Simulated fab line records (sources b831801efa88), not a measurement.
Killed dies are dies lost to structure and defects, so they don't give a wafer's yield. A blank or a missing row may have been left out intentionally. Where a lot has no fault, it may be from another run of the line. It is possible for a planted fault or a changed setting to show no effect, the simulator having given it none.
fab line records -- flow sky130
[record] lots = 13, wafers = 39, last-day = 50
route steps=708 shown VIA1@479
lots that met no fault: from a run of the same line without faults
start-h: start of the lot's first displayed wafer, in hours after the record's first day -- wait-h: hours from the lot's prior step to this one -- " repeats the value in the row above -- L1.1+2: several wafers, shown together as one row -- - either no value or no given start -- * or withheld: withheld -- < > ~ a bound
route shown NAME@n: NAME is a module with steps in the file, n the number in the route of the first one -- usual: mean and standard deviation over wafers with no fault -- same: alike in all rows -- chamber/n: place in a boat -- sites: each site's reading -- _std_site: how widely they spread, as a standard deviation -- _edge_site: inner sites' mean taken away from outer sites' mean -- radius-mm: for every site, how far away it sits from the centre of the wafer -- mask NAME#n: copy n -- behind: the tool/chamber that last shaped the wafer -- hold: what put the lot on hold/how long, in hours/how the hold closed -- device: whichever transistor did not switch (one of n, p or np) -- end of line: tests run on the same wafers once the route is complete -- step lacking rows: just its recipe -- killed: not the wafer's yield, but the dies lost to structure and defects at the first sort -- map: the dies of a wafer, with x for killed, . for not killed, _ for no die there
set.NAME: the run value of the setting; set.NAME@STEP: its run value at that earlier step -- model.NAME: the simulator's own value behind a step, which no gauge read
a sample of lots followed through the steps of the route, with each step as a table and each wafer as a row
services: a tool's chamber out of use, with start hour (start-h, from the record's first day; less than 0 if before it), hours out, and reason
[[steps]]
[step SKY_VIA1_CVD_21]
[recipe] material = W, target-thk-nm = 270, time-s = 80.902, temp-c = 400, pressure-torr = 40
[usual] chamber-pressure-Torr = 40.01/0.087, heater-power-w = 924/110
lot.wafer,tool,chamber,start-h,wait-h,chamber-pressure-Torr,heater-power-w
L908.3,cvd-w-02,0,809.83,0.1,39.93,844
L908.4,cvd-w-02,1,809.83,0.1,40.13,1042
L908.6,cvd-w-02,0,809.83,0.1,39.97,834
L910.3,cvd-w-02,0,819.12,0.1,44.62,830
L910.4,cvd-w-02,1,819.12,0.1,44.75,1038
L910.5,cvd-w-02,0,819.12,0.1,44.61,833
L912.3,cvd-w-02,0,828.79,0.1,44.40,807
L912.5,cvd-w-02,1,828.79,0.1,44.65,1037
L912.6,cvd-w-02,0,828.79,0.1,44.63,852
L914.2,cvd-w-01,0,855.48,0.0,40.11,806
L914.4,cvd-w-01,0,855.48,0.0,40.09,809
L914.5,cvd-w-01,0,855.48,0.0,40.10,819
L918.1,cvd-w-01,1,881.03,0.0,40.20,1024
L918.4,cvd-w-01,1,881.03,0.0,40.13,1033
L918.6,cvd-w-01,1,881.03,0.0,40.12,1043
L924.1,cvd-w-02,0,912.74,0.0,40.05,859
L924.5,cvd-w-02,0,912.74,0.0,40.21,815
L924.6,cvd-w-02,1,912.74,0.0,39.93,1032
L923.1,cvd-w-02,1,916.99,0.0,39.96,1035
L923.3,cvd-w-02,0,916.99,0.0,39.91,835
L923.6,cvd-w-02,1,916.99,0.0,39.99,1044
L926.1,cvd-w-02,0,927.20,0.0,40.22,835
L926.5,cvd-w-02,0,927.20,0.0,40.00,838
L926.6,cvd-w-02,1,927.20,0.0,39.92,1032
L927.2,cvd-w-02,0,934.83,0.0,40.12,825
L927.5,cvd-w-02,1,934.83,0.0,40.14,1016
L927.6,cvd-w-02,0,934.83,0.0,39.96,855
L928.2,cvd-w-01,0,941.04,0.0,40.03,757
L928.4,cvd-w-01,1,941.04,0.0,40.05,989
L928.6,cvd-w-01,1,941.04,0.0,40.28,966
L929.2,cvd-w-01,1,947.00,0.0,39.96,998
L929.4,cvd-w-01,0,947.00,0.0,40.18,730
L929.5,cvd-w-01,0,947.00,0.0,40.16,744
L931.1,cvd-w-02,1,953.06,0.0,39.96,1060
L931.4,cvd-w-02,1,953.06,0.0,40.04,1042
L931.5,cvd-w-02,0,953.06,0.0,39.92,836
L930.1,cvd-w-02,0,954.23,0.0,39.94,826
L930.2,cvd-w-02,1,954.23,0.0,39.96,1029
L930.4,cvd-w-02,0,954.23,0.0,40.00,832
[step SKY_VIA1_RS_MEAS_22]
[recipe] thk-meas-gauge = four-point-probe, reads = W_of_VIA1_CVD_21+TiN_of_VIA1_SPUTTER_20
[usual] VIA1_W_RS = 0.422/0.0062
lot.wafer,tool,chamber,start-h,wait-h,hold,VIA1_W_RS[ohm/sq]
L908.3,film-metro-03,-,809.93,0.1,-,0.428
L908.4,film-metro-03,-,809.93,0.1,-,0.429
L908.6,film-metro-03,-,809.93,0.1,-,0.425
L910.3,film-metro-01,-,819.22,0.1,await-dispo/0.2h/release,0.399
L910.4,film-metro-01,-,819.22,0.1,await-dispo/0.2h/release,0.400
L910.5,film-metro-01,-,819.22,0.1,await-dispo/0.2h/release,0.402
L910.3,film-metro-01,-,819.50,0.3,-,0.399
L910.4,film-metro-01,-,819.50,0.3,-,0.401
L910.5,film-metro-01,-,819.50,0.3,-,0.402
L912.3,film-metro-04,-,828.89,0.1,await-dispo/0.2h/release,0.401
L912.5,film-metro-04,-,828.89,0.1,await-dispo/0.2h/release,0.394
L912.6,film-metro-04,-,828.89,0.1,await-dispo/0.2h/release,0.400
L912.3,film-metro-04,-,829.18,0.3,-,0.401
L912.5,film-metro-04,-,829.18,0.3,-,0.394
L912.6,film-metro-04,-,829.18,0.3,-,0.399
L914.2,film-metro-04,-,855.60,0.1,-,0.425
L914.4,film-metro-04,-,855.60,0.1,-,0.420
L914.5,film-metro-04,-,855.60,0.1,-,0.426
L918.1,film-metro-03,-,881.12,0.1,-,0.411
L918.4,film-metro-03,-,881.12,0.1,-,0.416
L918.6,film-metro-03,-,881.12,0.1,-,0.410
L924.1,film-metro-04,-,912.83,0.1,-,0.426
L924.5,film-metro-04,-,912.83,0.1,-,0.421
L924.6,film-metro-04,-,912.83,0.1,-,0.425
L923.1,film-metro-04,-,917.08,0.1,-,0.425
L923.3,film-metro-04,-,917.08,0.1,-,0.425
L923.6,film-metro-04,-,917.08,0.1,-,0.426
L926.1,film-metro-04,-,927.29,0.1,-,0.423
L926.5,film-metro-04,-,927.29,0.1,-,0.429
L926.6,film-metro-04,-,927.29,0.1,-,0.425
L927.2,film-metro-03,-,934.94,0.1,-,0.429
L927.5,film-metro-03,-,934.94,0.1,-,0.429
L927.6,film-metro-03,-,934.94,0.1,-,0.424
L928.2,film-metro-03,-,941.15,0.1,-,0.425
L928.4,film-metro-03,-,941.15,0.1,-,0.412
L928.6,film-metro-03,-,941.15,0.1,-,0.415
L929.2,film-metro-01,-,947.11,0.1,-,0.417
L929.4,film-metro-01,-,947.11,0.1,-,0.422
L929.5,film-metro-01,-,947.11,0.1,-,0.422
L931.1,film-metro-04,-,953.15,0.1,-,0.425
L931.4,film-metro-04,-,953.15,0.1,-,0.423
L931.5,film-metro-04,-,953.15,0.1,-,0.417
L930.1,film-metro-04,-,954.32,0.1,-,0.430
L930.2,film-metro-04,-,954.32,0.1,-,0.424
L930.4,film-metro-04,-,954.32,0.1,-,0.427
[step SKY_VIA1_THK_MEAS_23]
[recipe] thk-meas-gauge = xrf, reads = W_of_VIA1_CVD_21
[usual] VIA1_W_THK = 274/4.4
lot.wafer,tool,chamber,start-h,wait-h,hold,VIA1_W_THK[nm]
L908.3,film-metro-03,-,810.03,0.1,-,269
L908.4,film-metro-03,-,810.03,0.1,-,268
L908.6,film-metro-03,-,810.03,0.1,-,271
L910.3,film-metro-01,-,822.32,2.8,await-dispo/0.2h/release,291
L910.4,film-metro-01,-,822.32,2.8,await-dispo/0.2h/release,292
L910.5,film-metro-01,-,822.32,2.8,await-dispo/0.2h/release,289
L910.3,film-metro-01,-,822.56,0.2,-,292
L910.4,film-metro-01,-,822.56,0.2,-,290
L910.5,film-metro-01,-,822.56,0.2,-,289
L912.3,film-metro-04,-,830.24,1.0,await-dispo/0.2h/release,289
L912.5,film-metro-04,-,830.24,1.0,await-dispo/0.2h/release,295
L912.6,film-metro-04,-,830.24,1.0,await-dispo/0.2h/release,290
L912.3,film-metro-04,-,830.47,0.2,-,289
L912.5,film-metro-04,-,830.47,0.2,-,294
L912.6,film-metro-04,-,830.47,0.2,-,289
L914.2,film-metro-04,-,855.71,0.1,-,275
L914.4,film-metro-04,-,855.71,0.1,-,277
L914.5,film-metro-04,-,855.71,0.1,-,276
L918.1,film-metro-03,-,881.24,0.1,-,280
L918.4,film-metro-03,-,881.24,0.1,-,276
L918.6,film-metro-03,-,881.24,0.1,-,282
L924.1,film-metro-04,-,912.95,0.1,-,271
L924.5,film-metro-04,-,912.95,0.1,-,277
L924.6,film-metro-04,-,912.95,0.1,-,273
L923.1,film-metro-04,-,917.20,0.1,-,272
L923.3,film-metro-04,-,917.20,0.1,-,271
L923.6,film-metro-04,-,917.20,0.1,-,272
L926.1,film-metro-04,-,927.41,0.1,-,276
L926.5,film-metro-04,-,927.41,0.1,-,271
L926.6,film-metro-04,-,927.41,0.1,-,272
L927.2,film-metro-03,-,935.05,0.1,-,268
L927.5,film-metro-03,-,935.05,0.1,-,268
L927.6,film-metro-03,-,935.05,0.1,-,273
L928.2,film-metro-03,-,941.26,0.1,-,271
L928.4,film-metro-03,-,941.26,0.1,-,280
L928.6,film-metro-03,-,941.26,0.1,-,279
L929.2,film-metro-01,-,947.22,0.1,-,277
L929.4,film-metro-01,-,947.22,0.1,-,275
L929.5,film-metro-01,-,947.22,0.1,-,273
L931.1,film-metro-04,-,953.27,0.1,-,272
L931.4,film-metro-04,-,953.27,0.1,-,275
L931.5,film-metro-04,-,953.27,0.1,-,279
L930.1,film-metro-04,-,954.44,0.1,-,271
L930.2,film-metro-04,-,954.44,0.1,-,274
L930.4,film-metro-04,-,954.44,0.1,-,273
[[services]]
tool,chamber,start-h,hours,kind
cvd-w-02,-,880.81,1.6,repair
cvd-w-01,-,888.48,6.0,pm
cvd-w-01,-,904.00,14.0,pm
cvd-w-01,0,904.00,14.0,vent-cycle
cvd-w-01,1,904.00,14.0,vent-cycle
cvd-w-01,0,918.00,-,clean
cvd-w-01,1,918.00,-,clean
cvd-w-02,-,918.58,2.8,pm
[[key]]
[first-sign] step = SKY_VIA1_CVD_21, reading = chamber-pressure-Torr, direction = up, sigmas = 53, usual = 40.01, struck = 44.61
[effect] step = SKY_VIA1_RS_MEAS_22, reading = visit, direction = added
[effect] step = SKY_VIA1_THK_MEAS_23, reading = visit, direction = added
met-at SKY_VIA1_CVD_21
struck-lots L910,L912
onset-between 809.83 819.12
[fault] kind = process-parameter-drift, tool = cvd-w-02, chamber = -, onset-h = 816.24, steps = SKY_VIA1_CVD_21, channel = pressure-torr, offset = 4.6854, shape = step, end-h = 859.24, acts-in = these-recipes-only, stated = 40
